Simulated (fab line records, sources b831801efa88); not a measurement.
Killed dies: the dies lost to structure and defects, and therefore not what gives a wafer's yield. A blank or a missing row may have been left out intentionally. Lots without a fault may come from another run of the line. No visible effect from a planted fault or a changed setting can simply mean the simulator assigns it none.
Which of the tools did it? | flow gf180mcu | 31 wafers from 11 lots sampled at 4 of the route's 602 steps

WHAT EACH GAUGE READ, for each wafer
GF_V1_BOW_MEAS_05. Usual: V1_BOW 84 um, standard deviation 6.7.
lot  | measured     | on           | V1_BOW (um) | flag
L606 | day 17 02:19 | filmMetro-03 | 80 79 84    | 
L607 | day 17 12:37 | filmMetro-01 | 98 81 82    | 
L608 | day 17 23:21 | filmMetro-03 | 87 93 80    | 
L609 | day 18 03:44 | filmMetro-03 | 85 74 84    | 
L610 | day 19 01:38 | filmMetro-04 | 87 87 84    | 
L616 | day 21 16:35 | filmMetro-03 | 92 87 - -   | 
L617 | day 22 00:20 | filmMetro-01 | 85 73 - -   | 
L621 | day 22 23:47 | filmMetro-03 | 89 83 78    | 
L627 | day 24 19:50 | filmMetro-03 | 94 86 80    | 
L628 | day 25 06:37 | filmMetro-03 | 93 90 92    | 
L629 | day 25 08:35 | filmMetro-01 | 75 80 82    | 

WHICH TOOL RAN EACH LOT (tool, then ch and the chambers of the sampled wafers, then the start)
lot  | GF_M1_METAL_ETCH_16              | GF_M1_STRIP_17                      | GF_V1_CMP_04
L606 | rieMetal-01 ch 0,1, day 17 01:03 | plasmaAsher-01 ch 0,1, day 17 01:11 | cmp-01 ch 0,2,3, day 17 02:03
L607 | rieMetal-04 ch 0,1, day 17 11:18 | plasmaAsher-03 ch 0,1, day 17 11:26 | cmp-01 ch 0,1,2, day 17 12:21
L608 | rieMetal-04 ch 0,1, day 17 21:47 | plasmaAsher-03 ch 0,1, day 17 21:55 | cmp-01 ch 0,3, day 17 23:01
L609 | rieMetal-04 ch 0,1, day 18 02:30 | plasmaAsher-03 ch 0,1, day 18 02:38 | cmp-01 ch 1,2, day 18 03:29
L610 | rieMetal-04 ch 0,1, day 19 00:21 | plasmaAsher-03 ch 0,1, day 19 00:29 | cmp-02 ch 1,2, day 19 01:19
L616 | rieMetal-04 ch 0, day 21 15:20   | plasmaAsher-03 ch 1, day 21 15:28   | cmp-01 ch 1,2, day 21 16:16
L617 | rieMetal-04 ch 1, day 21 22:44   | plasmaAsher-03 ch 0,1, day 21 22:52 | cmp-01 ch 1,3, day 22 00:07
L621 | rieMetal-02 ch 0,1, day 22 22:33 | plasmaAsher-02 ch 0,1, day 22 22:41 | cmp-02 ch 2,3, day 22 23:32
L627 | rieMetal-04 ch 1, day 24 18:31   | plasmaAsher-03 ch 0,1, day 24 18:38 | cmp-01 ch 0,2,3, day 24 19:34
L628 | rieMetal-02 ch 0,1, day 25 05:21 | plasmaAsher-02 ch 0,1, day 25 05:28 | cmp-02 ch 0,2,3, day 25 06:25
L629 | rieMetal-01 ch 0,1, day 25 07:20 | plasmaAsher-03 ch 0,1, day 25 07:28 | cmp-02 ch 2,3, day 25 08:15
- GF_M1_METAL_ETCH_16: etches the open film in Cl2/BCl3, stops on SiO2, target depth 750.8 nm, time 125.1 s.
- GF_M1_STRIP_17: strips in O2/N2.
- GF_V1_CMP_04: polishes SiO2.

AS READ BY THE TOOLS THEMSELVES (means over the sampled wafers that have a number; for cases with no such wafer, the mark the record gives instead)
GF_M1_METAL_ETCH_16. Usual: drypumpMotorCurrentA 6.0 A, standard deviation 0.31; oesProductAu 0.989 a.u., standard deviation 0.0057; throttleValvePct 28.229 %, standard deviation 0.009.
lot  | tool        | drypumpMotorCurrentA (A) | oesProductAu (a.u.) | throttleValvePct (%) | flag
L606 | rieMetal-01 | 6.0                      | 0.990               | 28.231               | 
L607 | rieMetal-04 | 5.9                      | 0.996               | 28.222               | 
L608 | rieMetal-04 | 6.2                      | 0.988               | 28.226               | 
L609 | rieMetal-04 | 6.0                      | 0.996               | 28.224               | 
L610 | rieMetal-04 | 6.2                      | 0.997               | 28.226               | 
L616 | rieMetal-04 | 5.7                      | 0.992               | 28.227               | 
L617 | rieMetal-04 | 6.5                      | 0.998               | 28.218               | 
L621 | rieMetal-02 | 5.9                      | 0.988               | 28.237               | 
L627 | rieMetal-04 | 6.5                      | 0.985               | 28.228               | 
L628 | rieMetal-02 | 5.9                      | 0.991               | 28.224               | 
L629 | rieMetal-01 | 6.0                      | 0.984               | 28.230               | 

GF_M1_STRIP_17. Usual: drypumpMotorCurrentA 5.5 A, standard deviation 0.37; heaterPowerW 331 W, standard deviation 33; oesProductAu 0.538 a.u., standard deviation 0.0048; stripTimeToEndpointS 7.40 s, standard deviation 0.046.
lot  | tool           | drypumpMotorCurrentA (A) | heaterPowerW (W) | oesProductAu (a.u.) | stripTimeToEndpointS (s) | flag
L606 | plasmaAsher-01 | 5.4                      | 287              | 0.537               | 7.35                     | 
L607 | plasmaAsher-03 | 5.2                      | 330              | 0.544               | 7.42                     | 
L608 | plasmaAsher-03 | 5.2                      | 331              | 0.533               | 7.39                     | 
L609 | plasmaAsher-03 | 5.4                      | 351              | 0.538               | 7.35                     | 
L610 | plasmaAsher-03 | 5.2                      | 332              | 0.532               | 7.32                     | 
L616 | plasmaAsher-03 | 5.6                      | 364              | 0.538               | 7.35                     | 
L617 | plasmaAsher-03 | 5.3                      | 332              | 0.535               | 7.37                     | 
L621 | plasmaAsher-02 | 6.2                      | 373              | 0.534               | 7.37                     | 
L627 | plasmaAsher-03 | 5.2                      | 332              | 0.535               | 7.43                     | 
L628 | plasmaAsher-02 | 6.1                      | 347              | 0.540               | 7.42                     | 
L629 | plasmaAsher-03 | 5.2                      | 325              | 0.540               | 7.42                     | 

GF_V1_CMP_04. Usual: motorCurrentA 12.1 A, standard deviation 1.1; timeToEndpointS 82 s, standard deviation 5.5.
lot  | tool   | motorCurrentA (A) | timeToEndpointS (s) | flag
L606 | cmp-01 | 12.2              | 84                  | 
L607 | cmp-01 | 11.6              | 82                  | 
L608 | cmp-01 | 12.8              | 82                  | 
L609 | cmp-01 | 11.3              | 81                  | 
L610 | cmp-02 | 11.0              | 83                  | 
L616 | cmp-01 | 11.1              | 98                  | 
L617 | cmp-01 | 12.2              | 90                  | 
L621 | cmp-02 | 12.6              | 83                  | 
L627 | cmp-01 | 12.6              | 80                  | 
L628 | cmp-02 | 13.5              | 75                  | 
L629 | cmp-02 | 12.5              | 92                  | 

THE ANSWER, worked out from the rows above alone
Rule: take the mean of a lot's wafers that have a number; if it is more than 3 standard deviations from the usual mean, the lot is off. Also off: a lot with no number at a reading for which 4 or more lots have one. Where the step has rows for the other lots, those lots are counted as sound. First the gauges in route order, then the tools' own readings, where a lot's mean is used as printed above. At the first step where some lot is off, the reading lying furthest off is the one used; lots without a number count as furthest.
Across all readings shown, no lot is off: no conclusion can be drawn from this.

WHAT THE SIMULATOR HAD PUT IN
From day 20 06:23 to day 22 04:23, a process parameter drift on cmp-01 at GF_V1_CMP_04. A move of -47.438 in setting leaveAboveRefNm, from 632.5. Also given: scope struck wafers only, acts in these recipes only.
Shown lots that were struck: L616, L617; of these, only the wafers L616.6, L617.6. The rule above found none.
